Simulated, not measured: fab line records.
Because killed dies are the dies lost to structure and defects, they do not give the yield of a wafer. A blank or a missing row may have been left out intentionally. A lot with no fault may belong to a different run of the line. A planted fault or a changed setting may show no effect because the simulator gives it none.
Matching of chambers / flow gf180mcu / 4 sister chambers for GF_V4_CMP_04 on cmp-02
The step polishes SiO2. 30 wafers are shown with their chamber, then 12 later ones without.

WAFERS, EACH WITH ITS CHAMBER
wafer=L074.2; chamber=3; motor-current-A (A)=13.8; time-to-endpoint-s (s)=84; head-pressure-psi (psi)=4.006
wafer=L074.5; chamber=1; motor-current-A (A)=11.3; time-to-endpoint-s (s)=82; head-pressure-psi (psi)=4.010
wafer=L074.6; chamber=2; motor-current-A (A)=13.2; time-to-endpoint-s (s)=83; head-pressure-psi (psi)=4.003
wafer=L075.3; chamber=2; motor-current-A (A)=12.7; time-to-endpoint-s (s)=80; head-pressure-psi (psi)=4.009
wafer=L075.4; chamber=3; motor-current-A (A)=14.6; time-to-endpoint-s (s)=79; head-pressure-psi (psi)=4.012
wafer=L075.6; chamber=1; motor-current-A (A)=11.5; time-to-endpoint-s (s)=90; head-pressure-psi (psi)=4.008
wafer=L077.1; chamber=2; motor-current-A (A)=12.8; time-to-endpoint-s (s)=68; head-pressure-psi (psi)=3.997
wafer=L077.2; chamber=3; motor-current-A (A)=14.6; time-to-endpoint-s (s)=68; head-pressure-psi (psi)=3.999
wafer=L077.3; chamber=1; motor-current-A (A)=12.0; time-to-endpoint-s (s)=73; head-pressure-psi (psi)=3.996
wafer=L081.2; chamber=0; motor-current-A (A)=11.8; time-to-endpoint-s (s)=71; head-pressure-psi (psi)=3.992
wafer=L081.3; chamber=2; motor-current-A (A)=13.0; time-to-endpoint-s (s)=76; head-pressure-psi (psi)=4.006
wafer=L081.4; chamber=1; motor-current-A (A)=11.2; time-to-endpoint-s (s)=81; head-pressure-psi (psi)=3.998
wafer=L080.3; chamber=0; motor-current-A (A)=11.6; time-to-endpoint-s (s)=73; head-pressure-psi (psi)=4.001
wafer=L080.4; chamber=1; motor-current-A (A)=11.4; time-to-endpoint-s (s)=81; head-pressure-psi (psi)=3.997
wafer=L080.6; chamber=3; motor-current-A (A)=14.0; time-to-endpoint-s (s)=75; head-pressure-psi (psi)=3.984
wafer=L087.3; chamber=3; motor-current-A (A)=14.7; time-to-endpoint-s (s)=75; head-pressure-psi (psi)=4.018
wafer=L087.4; chamber=0; motor-current-A (A)=12.4; time-to-endpoint-s (s)=75; head-pressure-psi (psi)=4.005
wafer=L087.6; chamber=1; motor-current-A (A)=11.6; time-to-endpoint-s (s)=77; head-pressure-psi (psi)=4.020
wafer=L088.3; chamber=0; motor-current-A (A)=11.6; time-to-endpoint-s (s)=73; head-pressure-psi (psi)=3.983
wafer=L088.5; chamber=3; motor-current-A (A)=14.9; time-to-endpoint-s (s)=79; head-pressure-psi (psi)=4.007
wafer=L088.6; chamber=2; motor-current-A (A)=12.8; time-to-endpoint-s (s)=81; head-pressure-psi (psi)=3.996
wafer=L089.1; chamber=0; motor-current-A (A)=11.6; time-to-endpoint-s (s)=77; head-pressure-psi (psi)=3.998
wafer=L089.2; chamber=1; motor-current-A (A)=10.7; time-to-endpoint-s (s)=81; head-pressure-psi (psi)=3.994
wafer=L089.4; chamber=3; motor-current-A (A)=13.3; time-to-endpoint-s (s)=81; head-pressure-psi (psi)=4.002
wafer=L092.3; chamber=2; motor-current-A (A)=13.1; time-to-endpoint-s (s)=80; head-pressure-psi (psi)=4.000
wafer=L092.5; chamber=2; motor-current-A (A)=13.6; time-to-endpoint-s (s)=82; head-pressure-psi (psi)=3.995
wafer=L092.6; chamber=3; motor-current-A (A)=14.0; time-to-endpoint-s (s)=78; head-pressure-psi (psi)=3.990
wafer=L093.1; chamber=1; motor-current-A (A)=11.0; time-to-endpoint-s (s)=79; head-pressure-psi (psi)=4.001
wafer=L093.5; chamber=2; motor-current-A (A)=13.0; time-to-endpoint-s (s)=81; head-pressure-psi (psi)=3.999
wafer=L093.6; chamber=3; motor-current-A (A)=14.6; time-to-endpoint-s (s)=80; head-pressure-psi (psi)=4.010

SIGNATURES, as means of the wafers listed above
reading=motor-current-A; chamber 0=11.800; chamber 1=11.338; chamber 2=13.025; chamber 3=14.278; scatter within a chamber=0.409
reading=time-to-endpoint-s; chamber 0=73.80; chamber 1=80.50; chamber 2=78.88; chamber 3=77.67; scatter within a chamber=4.46
reading=head-pressure-psi; chamber 0=3.99580; chamber 1=4.00300; chamber 2=4.00063; chamber 3=4.00311; scatter within a chamber=0.00867
Rule: a wafer's distance from a chamber is the root of the sum, over the readings, of the square of ((its reading less the chamber's mean) divided by the reading's scatter). The wafer belongs to the nearest chamber; if the next one is less than 2 further off, it can't be placed. The scatter: the root of (the sum of the squares of (reading less its chamber's mean) over the shown wafers, divided by (wafers less chambers)).

WAFERS MISSING THEIR CHAMBER
wafer=L094.1; motor-current-A (A)=13.2; time-to-endpoint-s (s)=82; head-pressure-psi (psi)=3.991
wafer=L094.3; motor-current-A (A)=11.8; time-to-endpoint-s (s)=76; head-pressure-psi (psi)=3.996
wafer=L094.4; motor-current-A (A)=11.1; time-to-endpoint-s (s)=86; head-pressure-psi (psi)=3.991
wafer=L095.1; motor-current-A (A)=12.1; time-to-endpoint-s (s)=87; head-pressure-psi (psi)=4.006
wafer=L095.3; motor-current-A (A)=11.3; time-to-endpoint-s (s)=79; head-pressure-psi (psi)=4.000
wafer=L095.5; motor-current-A (A)=14.2; time-to-endpoint-s (s)=86; head-pressure-psi (psi)=3.993
wafer=L096.1; motor-current-A (A)=11.4; time-to-endpoint-s (s)=82; head-pressure-psi (psi)=3.986
wafer=L096.2; motor-current-A (A)=13.1; time-to-endpoint-s (s)=77; head-pressure-psi (psi)=4.002
wafer=L096.4; motor-current-A (A)=11.8; time-to-endpoint-s (s)=80; head-pressure-psi (psi)=3.991
wafer=L097.3; motor-current-A (A)=12.6; time-to-endpoint-s (s)=77; head-pressure-psi (psi)=3.993
wafer=L097.5; motor-current-A (A)=12.4; time-to-endpoint-s (s)=75; head-pressure-psi (psi)=3.992
wafer=L097.6; motor-current-A (A)=11.1; time-to-endpoint-s (s)=81; head-pressure-psi (psi)=4.011

EACH ONE'S CHAMBER
wafer=L094.1; from the rows above=can't be placed: 2 or 3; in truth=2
wafer=L094.3; from the rows above=can't be placed: 0 or 1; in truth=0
wafer=L094.4; from the rows above=can't be placed: 1 or 0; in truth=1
wafer=L095.1; from the rows above=can't be placed: 1 or 2 or 0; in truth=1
wafer=L095.3; from the rows above=can't be placed: 1 or 0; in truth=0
wafer=L095.5; from the rows above=can't be placed: 3 or 2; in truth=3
wafer=L096.1; from the rows above=can't be placed: 1 or 0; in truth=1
wafer=L096.2; from the rows above=2; in truth=2
wafer=L096.4; from the rows above=can't be placed: 0 or 1 or 2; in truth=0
wafer=L097.3; from the rows above=can't be placed: 2 or 0 or 1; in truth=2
wafer=L097.5; from the rows above=can't be placed: 0 or 2 or 1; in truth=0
wafer=L097.6; from the rows above=can't be placed: 1 or 0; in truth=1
Placed correctly: 1 of 12. Cannot be placed on the basis of these rows: 11; the candidates contain the true chamber in 11. 0 placed wrongly.
